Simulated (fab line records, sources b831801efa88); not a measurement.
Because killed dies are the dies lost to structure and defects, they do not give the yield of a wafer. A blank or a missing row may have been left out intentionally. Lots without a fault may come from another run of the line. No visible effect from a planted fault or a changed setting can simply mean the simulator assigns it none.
Matching of chambers -- flow sky130 -- rie_diel-03 running SKY_FIELD_ISO_ETCH_14: 4 sister chambers
The step etches BARC in N2/H2, stops on SiO2, time 45.9 s, target depth 60 nm. 8 wafers are shown with their chamber, then 8 later ones without.

WAFERS, EACH WITH ITS CHAMBER
wafer,chamber,oes_product_au (a.u.),throttle_valve_pct (%)
L481.2,2,0.856,13.213
L484.2,3,0.846,13.214
L484.3,0,0.857,13.223
L484.5,1,0.856,13.228
L485.1,3,0.861,13.233
L485.2,1,0.852,13.238
L485.5,0,0.856,13.236
L486.1,2,0.847,13.236

WAFERS WITHOUT THEIR CHAMBER
wafer,oes_product_au (a.u.),throttle_valve_pct (%)
L486.4,0.861,13.232
L486.6,0.852,13.208
L491.1,0.855,13.208
L491.4,0.851,13.217
L491.6,0.852,13.236
L494.2,0.850,13.233
L494.3,0.848,13.233
L494.5,0.861,13.201

WHICH CHAMBER EACH ONE RAN IN
wafer,from the rows above,in truth
L486.4,can't be placed: 0 or 1 or 3 or 2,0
L486.6,can't be placed: 3 or 2 or 0 or 1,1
L491.1,can't be placed: 3 or 2 or 0 or 1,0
L491.4,can't be placed: 2 or 3 or 0 or 1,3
L491.6,can't be placed: 1 or 0 or 2 or 3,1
L494.2,can't be placed: 1 or 2 or 3 or 0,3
L494.3,can't be placed: 2 or 1 or 3 or 0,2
L494.5,can't be placed: 3 or 2 or 0 or 1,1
Correctly placed: 0 of 8. Unplaceable from these rows: 8, with the true chamber sitting among the candidates in 8. 0 placed wrongly.
How it was worked out, from the rows above alone: a wafer's distance from a chamber is the root of the sum, over the readings, of the square of ((its reading less the chamber's mean) divided by the reading's scatter). If the next closest chamber is less than 2 further off than the closest, the wafer can't be placed; otherwise it belongs to the closest. For every chamber, the mean is computed from those of its wafers that are shown. The scatter is the square root of a quotient: the sum, over the shown wafers, of each reading's squared deviation from its chamber's mean, divided by wafers minus chambers.
